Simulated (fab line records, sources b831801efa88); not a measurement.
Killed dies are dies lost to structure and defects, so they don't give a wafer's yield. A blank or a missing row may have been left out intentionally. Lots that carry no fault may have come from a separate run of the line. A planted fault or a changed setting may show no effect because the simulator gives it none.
Split-lot study | flow sky130 | 23 wafers read across 5 lots, on a route 708 steps long

ON THE SPLIT
At SKY_VT_ADJUST_NCORE_COAT_02 (resist thk 1140 nm), the setting spin-rpm was moved away from the recipe's 3000 rpm on 8 of the 23 wafers read, by -7.4% to +4.1%. For the rest of the wafers, this setting stayed at what the recipe calls for.

The reading comes from the split's own step.

THE READING
NOVOLAK_of_VT_ADJUST_NCORE_COAT_02.thk-nm (the simulator's own value, which no gauge read), in nm, at SKY_VT_ADJUST_NCORE_COAT_02 (resist thk 1140 nm). There is no usual value for it anywhere in the file. The 15 wafers here that ran the recipe average 1143 nm, standard deviation 1.9 nm.

wafer  | tool, chamber at the split | spin-rpm as run, rpm | against the recipe | NOVOLAK_of_VT_ADJUST_NCORE_COAT_02.thk-nm, nm | against lot-mates on the recipe
L075.1 | litho-track-01, 0          | 3000                 | recipe             | 1143                                          | -
L075.5 | litho-track-01, 0          | 3000                 | recipe             | 1143                                          | -
L075.2 | litho-track-01, 0          | 3000                 | recipe             | 1145                                          | -
L075.6 | litho-track-01, 0          | 3000                 | recipe             | 1145                                          | -
L075.4 | litho-track-01, 0          | 3000                 | recipe             | 1144                                          | -
L076.2 | litho-track-01, 0          | 3000                 | recipe             | 1142                                          | -
L076.5 | litho-track-01, 0          | 3000                 | recipe             | 1146                                          | -
L076.6 | litho-track-01, 0          | 3000                 | recipe             | 1141                                          | -
L081.1 | litho-track-04, 0          | 2777                 | -7.4%              | 1186                                          | +44
L081.2 | litho-track-04, 0          | 2777                 | -7.4%              | 1188                                          | +46
L081.3 | litho-track-04, 0          | 3000                 | recipe             | 1143                                          | -
L081.4 | litho-track-04, 0          | 2777                 | -7.4%              | 1187                                          | +46
L081.5 | litho-track-04, 0          | 3000                 | recipe             | 1140                                          | -
L083.1 | litho-track-04, 0          | 3000                 | recipe             | 1143                                          | -
L083.2 | litho-track-04, 0          | 3000                 | recipe             | 1146                                          | -
L083.3 | litho-track-04, 0          | 3000                 | recipe             | 1141                                          | -
L083.4 | litho-track-04, 0          | 3123                 | +4.1%              | 1121                                          | -22
L083.6 | litho-track-04, 0          | 3123                 | +4.1%              | 1116                                          | -27
L085.1 | litho-track-04, 0          | 3000                 | recipe             | 1142                                          | -
L085.3 | litho-track-04, 0          | 3000                 | recipe             | 1140                                          | -
L085.4 | litho-track-04, 0          | 3091                 | +3.0%              | 1129                                          | -12
L085.5 | litho-track-04, 0          | 3091                 | +3.0%              | 1124                                          | -17
L085.6 | litho-track-04, 0          | 3091                 | +3.0%              | 1122                                          | -19

THE FIT
A straight line over all 23 wafers: NOVOLAK_of_VT_ADJUST_NCORE_COAT_02.thk-nm changes by -5.93 nm for each +1% of spin-rpm; r = -0.99; the points scatter about the line by 2.1 nm.
The same after taking each lot's own level away (the mean of its wafers on the recipe; 23 wafers): -6 nm for each +1%; r = -0.99; scatter 2.1 nm.
Per that fit: largest spin-rpm move, reading shift of 45 nm.
Across the lots, their own levels run from 1141.0 to 1144.0 nm, a range of 1.6 times the standard deviation given above.
Consequently the slope shifts little with the lot-to-lot level, the two slopes agreeing.
Check: with one of the wafers moved furthest among these (-7.4%) left out of the fit, the line predicts +45.2 nm for it against its lot-mates. It came out at +44.5 nm against them.

THESE WAFERS: OTHER SPLITS
Other splits were also applied to these wafers ahead of the reading. Each is held against what the fit with the lots' levels taken away leaves over:
other split on the same wafers           | wafers away from the commonest value | r with NOVOLAK_of_VT_ADJUST_NCORE_COAT_02.thk-nm (lot level and that fit taken away)
SKY_FIELD_ISO_CVD_03 temp-c              | 15                                   | -0.15
SKY_FIELD_ISO_OXIDATION_22 temp-c        | 15                                   | -0.08
SKY_PWDE_IMPLANT_08 energy-kev           | 8                                    | -0.21
SKY_NWELL_IMPLANT_13 energy-kev          | 5                                    | +0.31
SKY_NWELL_IMPLANT_24 dose-cm2            | 5                                    | +0.11
SKY_VT_ADJUST_HVTP_DEVELOP_06 dev-temp-c | 9                                    | +0.00
SKY_VT_ADJUST_LVTN_IMPLANT_08 dose-cm2   | 9                                    | -0.39

THE WHOLE CHAIN: every reading that the file lists as answering this split, in the file's order
step                         | what it does       | reading                                                                                    | change (the file's fit)              | r (the file's)
SKY_VT_ADJUST_NCORE_COAT_02  | resist thk 1140 nm | NOVOLAK_of_VT_ADJUST_NCORE_COAT_02.thk-nm (the simulator's own value, which no gauge read) | -6.03 nm for each +1% of the setting | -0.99
SKY_VT_ADJUST_NCORE_STRIP_10 | strips in O2/N2    | strip-time-to-endpoint-s                                                                   | withheld for each +1% of the setting | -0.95

FILE'S OWN FIT
NOVOLAK_of_VT_ADJUST_NCORE_COAT_02.thk-nm changes by -6.03 nm for each +1% of spin-rpm, r = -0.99.
